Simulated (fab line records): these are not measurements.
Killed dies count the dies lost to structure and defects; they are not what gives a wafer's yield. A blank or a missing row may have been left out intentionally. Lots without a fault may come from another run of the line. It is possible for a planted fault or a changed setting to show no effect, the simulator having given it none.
Which tool did it? || flow sfq-line || 13 lots (39 wafers sampled), 1 step of a 325-step route

== WHAT THE GAUGES SHOWED, per wafer ==
SFQ_L0_RS_MEAS_901: measurement is done with a four-point probe.
{"lot": "L166", "measured": "day 1 12:34", "on": "film-metro-01", "L0_MONX_KI_RS (ohm/sq)": "43.4 42.9 42.9"}
{"lot": "L167", "measured": "day 1 17:35", "on": "film-metro-02", "L0_MONX_KI_RS (ohm/sq)": "43.2 43.9 43.3"}
{"lot": "L169", "measured": "day 2 03:34", "on": "film-metro-01", "L0_MONX_KI_RS (ohm/sq)": "43.7 44.3 44.0"}
{"lot": "L171", "measured": "day 2 13:34", "on": "film-metro-01", "L0_MONX_KI_RS (ohm/sq)": "43.2 43.6 43.8"}
{"lot": "L172", "measured": "day 2 18:34", "on": "film-metro-04", "L0_MONX_KI_RS (ohm/sq)": "44.0 44.5 44.1"}
{"lot": "L173", "measured": "day 2 23:36", "on": "film-metro-04", "L0_MONX_KI_RS (ohm/sq)": "43.7 44.1 43.2"}
{"lot": "L175", "measured": "day 3 09:34", "on": "film-metro-02", "L0_MONX_KI_RS (ohm/sq)": "43.7 43.2 42.9"}
{"lot": "L176", "measured": "day 3 14:36", "on": "film-metro-04", "L0_MONX_KI_RS (ohm/sq)": "43.3 43.4 43.6"}
{"lot": "L177", "measured": "day 3 19:34", "on": "film-metro-04", "L0_MONX_KI_RS (ohm/sq)": "43.3 42.9 43.6"}
{"lot": "L180", "measured": "day 4 10:34", "on": "film-metro-04", "L0_MONX_KI_RS (ohm/sq)": "43.9 43.3 43.2"}
{"lot": "L181", "measured": "day 4 15:36", "on": "film-metro-02", "L0_MONX_KI_RS (ohm/sq)": "43.5 42.9 43.3"}
{"lot": "L182", "measured": "day 4 20:34", "on": "film-metro-02", "L0_MONX_KI_RS (ohm/sq)": "43.6 42.9 43.4"}
{"lot": "L184", "measured": "day 5 06:34", "on": "film-metro-01", "L0_MONX_KI_RS (ohm/sq)": "44.1 43.9 43.1"}

== TOOL THAT RAN EACH LOT (tool first, then ch and the chambers of the sampled wafers, then the start) ==
There is no process step in the record ahead of these readings.

== AS READ BY THE TOOLS THEMSELVES (means over the sampled wafers that have a number; for cases with no such wafer, the mark the record gives instead) ==
The record holds no such reading with a usual standard deviation.

== THE ANSWER, worked out from the rows above alone ==
Rule: what is usual is taken from the lots themselves. Put in order of their means at a reading, lots are off if they are a third of the lots or fewer, leave a main group of 4 or more, and stand apart from it by a gap of 3 or more times the standard deviation of the main group's means; of several such gaps the widest counts. A main group whose means are all the same, to the digits that the tables above print for the reading, isn't used. A lot without any number at a reading at which 4 lots or more have one is off too. Where the step has rows for the other lots, those lots are counted as sound. The gauges are gone through in route order, then the tools' own readings, and for those a lot's mean is taken as printed above. At the first step where some lot is off, the reading lying furthest off is the one used; lots without a number count as furthest.
Nothing can be told from this: no lot is off at any reading shown.

== WHAT THE SIMULATOR PUT IN ==
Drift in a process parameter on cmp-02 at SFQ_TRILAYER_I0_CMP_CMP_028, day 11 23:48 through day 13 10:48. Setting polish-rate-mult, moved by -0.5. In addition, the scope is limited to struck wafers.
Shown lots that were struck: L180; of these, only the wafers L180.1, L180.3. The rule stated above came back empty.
